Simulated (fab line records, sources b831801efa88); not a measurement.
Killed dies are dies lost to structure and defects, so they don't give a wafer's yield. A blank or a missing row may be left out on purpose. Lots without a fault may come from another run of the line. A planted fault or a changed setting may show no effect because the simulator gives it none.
A struck lot beside a sound one | flow sky130 | 17 steps out of a route of 708
Sound: wafers L567.1, L567.4, L567.5. Struck: wafers L557.1, L557.5, L557.6. The cause comes at the end.
At each step with rows: each side's tool, then ch and its chambers, then its first start. Under that, the readings that differ: sound wafers | struck wafers | difference of the means | sigmas: that difference in standard deviations of wafers without a fault.
alike: readings whose means differ by less than 2 such deviations, and words and numbers that are the same on both sides. not compared: withheld readings, readings that some wafer has no value for, bounds like >300 that may hide the same value, and numbers for which the record gives no deviation and whose values overlap.
The two part at a step that has a row with sigmas, a row that says differs or no value, or rows on one side only. Numbers that don't overlap but have no deviation are shown without sigmas and don't part them. A reading that every wafer of one side lacks parts them only if that side has two wafers or more.

first, 1 step without rows for these wafers: SKY_VT_ADJUST_PCH_IMPLANT_08.
SKY_VT_ADJUST_PCH_STRIP_09: strips in O2/N2.
  sound on plasma_asher-01 ch 0,1, day 15 00:20; struck on plasma_asher-01 ch 0,1, day 11 16:53
  alike: drypump_motor_current_A, oes_product_au, strip_time_to_endpoint_s
  not compared: rf_hours_counter_h
SKY_VT_ADJUST_PCH_TW_MEAS_10:
  sound on film_metro-03, day 15 00:26; struck on film_metro-01, day 11 16:59
  alike: VT_ADJUST_PCH_TW
then, 7 steps without rows for these wafers: SKY_SONOS_TUNNEL_DEHYDRATE_00 (time 60 s); SKY_SONOS_TUNNEL_HMDS_01 (prime time 60 s); SKY_SONOS_TUNNEL_COAT_02 (resist thk 1140 nm); SKY_SONOS_TUNNEL_SOFTBAKE_03 (time 60 s); SKY_SONOS_TUNNEL_EXPOSE_04 (exposes mask TUNM, target cd 410 nm); SKY_SONOS_TUNNEL_PEB_05; SKY_SONOS_TUNNEL_DEVELOP_06 (develop time 60 s).
SKY_SONOS_TUNNEL_CD_MEAS_07: target cd 410 nm.
  sound on cd_sem-01, day 16 02:26; struck on cd_sem-01, day 12 17:18
  alike: cd_nm
SKY_SONOS_TUNNEL_OVL_MEAS_08:
  sound on overlay-01, day 16 02:34; struck on overlay-02, day 12 17:25
  alike: SONOS_TUNNEL_OVL
SKY_SONOS_TUNNEL_IMPLANT_09:
  sound on implanter-02 ch 0, day 16 02:35; struck on implanter-01, day 12 17:27
  no value came back on the struck wafers for beam_energy_keV, beam_on_s (s), dose_ions_cm2, faraday_current_uA; on the sound wafers beam_energy_keV reads 19.997 19.999 19.993
then, 2 steps without rows for these wafers: SKY_SONOS_TUNNEL_WET_ETCH_10 (etches SiO2 in dHF, target depth 14 nm, time 280 s); SKY_SONOS_TUNNEL_STRIP_11 (strips in SPM, time 600 s).
SKY_SONOS_TUNNEL_TW_MEAS_12:
  sound on film_metro-01, day 16 03:05; struck on film_metro-01, day 12 18:06
  reading         | sound             | struck         | difference | sigmas
  SONOS_TUNNEL_TW | 194.4 192.8 194.5 | 29.4 29.6 29.4 | -164.4     | -69
then, 1 step without rows for these wafers: SKY_SONOS_TUNNEL_CLEAN_13 (cleans in dHF, time 20 s).

WHERE THEY PART
First at SKY_SONOS_TUNNEL_IMPLANT_09; last, within this record, at SKY_SONOS_TUNNEL_TW_MEAS_12.

WHY: what the simulator had put in
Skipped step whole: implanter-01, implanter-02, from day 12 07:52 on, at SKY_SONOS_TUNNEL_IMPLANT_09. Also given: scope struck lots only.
